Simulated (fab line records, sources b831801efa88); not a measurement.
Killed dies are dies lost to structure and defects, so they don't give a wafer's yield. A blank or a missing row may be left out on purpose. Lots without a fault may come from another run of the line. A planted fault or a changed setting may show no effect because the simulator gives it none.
Which tool did it? | flow sfq_line | 15 lots, 45 wafers sampled, at 1 step of a route of 325

WHAT THE GAUGES READ, wafer by wafer
SFQ_M0_OVL_MEAS_906.
lot  | measured     | on         | M0_OVL (nm)
L594 | day 8 16:32  | overlay-02 | 3 -4 9
L595 | day 8 18:56  | overlay-02 | -1 3 5
L597 | day 12 13:25 | overlay-01 | -2 -1 -4
L599 | day 13 06:14 | overlay-02 | 11 7 5
L600 | day 13 07:26 | overlay-01 | 4 7 5
L601 | day 13 08:37 | overlay-01 | 5 2 2
L602 | day 13 09:49 | overlay-01 | -3 2 -5
L603 | day 13 11:01 | overlay-01 | 2 2 6
L608 | day 13 18:18 | overlay-02 | -7 5 1
L609 | day 13 19:26 | overlay-02 | -3 -2 3
L611 | day 13 21:49 | overlay-01 | -6 -7 -8
L612 | day 13 23:14 | overlay-01 | -11 -8 -16
L614 | day 14 01:26 | overlay-02 | 5 3 1
L616 | day 14 10:48 | overlay-02 | 1 2 5
L617 | day 14 20:23 | overlay-02 | -8 -6 3

WHICH TOOL RAN EACH LOT (tool, then ch and the chambers of the sampled wafers, then the start)
The record holds no process step before these readings.

WHAT THE TOOLS THEMSELVES READ (means of the sampled wafers that have a number; where no wafer has one, the mark that the record gives instead)
The record holds no such reading with a usual standard deviation.

THE ANSWER, worked out from the rows above alone
Rule: what is usual is taken from the lots themselves. Put in order of their means at a reading, lots are off if they are a third of the lots or fewer, leave a main group of 4 or more, and stand apart from it by a gap of 3 or more times the standard deviation of the main group's means; of several such gaps the widest counts. A main group whose means are all the same, to the digits that the tables above print for the reading, isn't used. A lot without any number at a reading at which 4 lots or more have one is off too. The other lots that the step has rows for count as sound. The gauges are gone through in route order, then the tools' own readings, and for those a lot's mean is taken as printed above. The first step at which some lot is off is used, and at that step the reading that is off furthest; a lot without a number counts as furthest.
No lot is off at any reading shown: from this, nothing can be told.

WHAT THE SIMULATOR HAD PUT IN
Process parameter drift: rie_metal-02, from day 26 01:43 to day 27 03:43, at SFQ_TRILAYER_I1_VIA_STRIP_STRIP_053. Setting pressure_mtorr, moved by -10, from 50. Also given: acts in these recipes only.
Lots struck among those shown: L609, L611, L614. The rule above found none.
